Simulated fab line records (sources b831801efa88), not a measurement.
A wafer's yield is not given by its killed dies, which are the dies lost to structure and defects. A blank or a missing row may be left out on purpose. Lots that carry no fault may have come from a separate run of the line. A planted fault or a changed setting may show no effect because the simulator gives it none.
Which tool was responsible? / flow sky130 / 15 lots, 45 wafers sampled, at 3 steps of a route of 708

WHAT EACH GAUGE READ, for each wafer
SKY_VIA4_RS_MEAS_19: a four-point-probe measurement.
lot=L290; measured=day 42 18:29; on=filmMetro-03; VIA4_W_RS (ohm/sq)=0.227 0.226 0.227
lot=L291; measured=day 43 06:26; on=filmMetro-03; VIA4_W_RS (ohm/sq)=0.225 0.226 0.228
lot=L292; measured=day 43 13:52; on=filmMetro-02; VIA4_W_RS (ohm/sq)=0.225 0.221 0.224
lot=L294; measured=day 44 04:28; on=filmMetro-02; VIA4_W_RS (ohm/sq)=0.226 0.226 0.223
lot=L295; measured=day 44 12:23; on=filmMetro-02; VIA4_W_RS (ohm/sq)=0.229 0.217 0.217
lot=L296; measured=day 44 19:41; on=filmMetro-02; VIA4_W_RS (ohm/sq)=0.224 0.225 0.223
lot=L301; measured=day 46 03:20; on=filmMetro-02; VIA4_W_RS (ohm/sq)=0.222 0.228 0.227
lot=L302; measured=day 46 05:55; on=filmMetro-02; VIA4_W_RS (ohm/sq)=0.218 0.229 0.221
lot=L303; measured=day 46 09:58; on=filmMetro-01; VIA4_W_RS (ohm/sq)=0.216 0.217 0.226
lot=L304; measured=day 46 14:31; on=filmMetro-02; VIA4_W_RS (ohm/sq)=0.229 0.223 0.230
lot=L309; measured=day 47 20:31; on=filmMetro-03; VIA4_W_RS (ohm/sq)=0.227 0.227 0.227
lot=L310; measured=day 48 03:11; on=filmMetro-02; VIA4_W_RS (ohm/sq)=0.216 0.213 0.225
lot=L311; measured=day 48 09:28; on=filmMetro-01; VIA4_W_RS (ohm/sq)=0.216 0.227 0.228
lot=L312; measured=day 48 20:06; on=filmMetro-01; VIA4_W_RS (ohm/sq)=0.216 0.217 0.228
lot=L313; measured=day 48 21:49; on=filmMetro-01; VIA4_W_RS (ohm/sq)=0.213 0.215 0.217

SKY_METAL5_THK_MEAS_06: measures by xrf.
lot=L290; measured=day 42 19:16; on=filmMetro-03; METAL5_ALCU_THK (nm)=1131 1161 1149
lot=L291; measured=day 43 07:12; on=filmMetro-02; METAL5_ALCU_THK (nm)=1143 1136 1143
lot=L292; measured=day 43 14:50; on=filmMetro-03; METAL5_ALCU_THK (nm)=1166 1173 1171
lot=L294; measured=day 44 05:13; on=filmMetro-02; METAL5_ALCU_THK (nm)=1161 1168 1127
lot=L295; measured=day 44 13:08; on=filmMetro-04; METAL5_ALCU_THK (nm)=1138 1156 1165
lot=L296; measured=day 44 20:27; on=filmMetro-03; METAL5_ALCU_THK (nm)=1141 1176 1149
lot=L301; measured=day 46 04:05; on=filmMetro-03; METAL5_ALCU_THK (nm)=1107 1128 1115
lot=L302; measured=day 46 06:40; on=filmMetro-04; METAL5_ALCU_THK (nm)=1177 1161 1174
lot=L303; measured=day 46 10:43; on=filmMetro-04; METAL5_ALCU_THK (nm)=1129 1161 1141
lot=L304; measured=day 46 15:25; on=filmMetro-03; METAL5_ALCU_THK (nm)=1162 1145 1151
lot=L309; measured=day 47 21:18; on=filmMetro-04; METAL5_ALCU_THK (nm)=1175 1170 1175
lot=L310; measured=day 48 03:56; on=filmMetro-04; METAL5_ALCU_THK (nm)=1174 1146 1181
lot=L311; measured=day 48 10:15; on=filmMetro-04; METAL5_ALCU_THK (nm)=1153 1167 1158
lot=L312; measured=day 48 20:52; on=filmMetro-02; METAL5_ALCU_THK (nm)=1144 1135 1132
lot=L313; measured=day 48 22:34; on=filmMetro-04; METAL5_ALCU_THK (nm)=1171 1167 1163

SKY_PASSIVATION_THK_MEAS_01.
lot=L290; measured=day 43 19:17; on=filmMetro-03; PASSIVATION_CVD_00_THK (nm)=89.6 90.4 92.1
lot=L291; measured=day 44 06:29; on=filmMetro-04; PASSIVATION_CVD_00_THK (nm)=90.6 90.5 90.8
lot=L292; measured=day 44 14:44; on=filmMetro-04; PASSIVATION_CVD_00_THK (nm)=91.8 91.1 91.6
lot=L294; measured=day 45 03:26; on=filmMetro-03; PASSIVATION_CVD_00_THK (nm)=90.0 90.3 89.8
lot=L295; measured=day 45 11:11; on=filmMetro-01; PASSIVATION_CVD_00_THK (nm)=90.4 90.3 90.5
lot=L296; measured=day 45 18:40; on=filmMetro-04; PASSIVATION_CVD_00_THK (nm)=89.5 90.5 89.8
lot=L301; measured=day 47 00:53; on=filmMetro-04; PASSIVATION_CVD_00_THK (nm)=89.1 88.9 90.2
lot=L302; measured=day 47 03:59; on=filmMetro-04; PASSIVATION_CVD_00_THK (nm)=89.1 90.0 89.5
lot=L303; measured=day 47 07:35; on=filmMetro-01; PASSIVATION_CVD_00_THK (nm)=90.5 89.4 90.4
lot=L304; measured=day 47 12:47; on=filmMetro-04; PASSIVATION_CVD_00_THK (nm)=90.2 90.7 90.8
lot=L309; measured=day 48 16:29; on=filmMetro-04; PASSIVATION_CVD_00_THK (nm)=89.6 91.1 90.8
lot=L310; measured=day 48 23:25; on=filmMetro-03; PASSIVATION_CVD_00_THK (nm)=89.9 91.4 88.6
lot=L311; measured=day 49 05:37; on=filmMetro-03; PASSIVATION_CVD_00_THK (nm)=90.7 91.6 91.4
lot=L312; measured=day 49 15:08; on=filmMetro-03; PASSIVATION_CVD_00_THK (nm)=89.6 91.2 92.3
lot=L313; measured=day 49 17:10; on=filmMetro-01; PASSIVATION_CVD_00_THK (nm)=87.3 88.6 88.8

WHICH TOOL RAN EACH LOT (tool, then ch and the chambers of the sampled wafers, then the start)
The record holds no process step before these readings.

AS READ BY THE TOOLS THEMSELVES (means over the sampled wafers that have a number; for cases with no such wafer, the mark the record gives instead)
The record holds no such reading with a usual standard deviation.

THE ANSWER, worked out from the rows above alone
Rule: what is usual is taken from the lots themselves. Put in order of their means at a reading, lots are off if they are a third of the lots or fewer, leave a main group of 4 or more, and stand apart from it by a gap of 3 or more times the standard deviation of the main group's means; of several such gaps the widest counts. The tables above print the reading to a certain number of digits; a main group whose means all agree to those digits is not used. Also off: a lot with no number at a reading for which 4 or more lots have one. All remaining lots with rows at the step are treated as sound. First the gauges in route order, then the tools' own readings, where a lot's mean is used as printed above. At the first step where some lot is off, the reading lying furthest off is the one used; lots without a number count as furthest.
Across all readings shown, no lot is off: no conclusion can be drawn from this.

WHAT THE SIMULATOR HAD PUT IN
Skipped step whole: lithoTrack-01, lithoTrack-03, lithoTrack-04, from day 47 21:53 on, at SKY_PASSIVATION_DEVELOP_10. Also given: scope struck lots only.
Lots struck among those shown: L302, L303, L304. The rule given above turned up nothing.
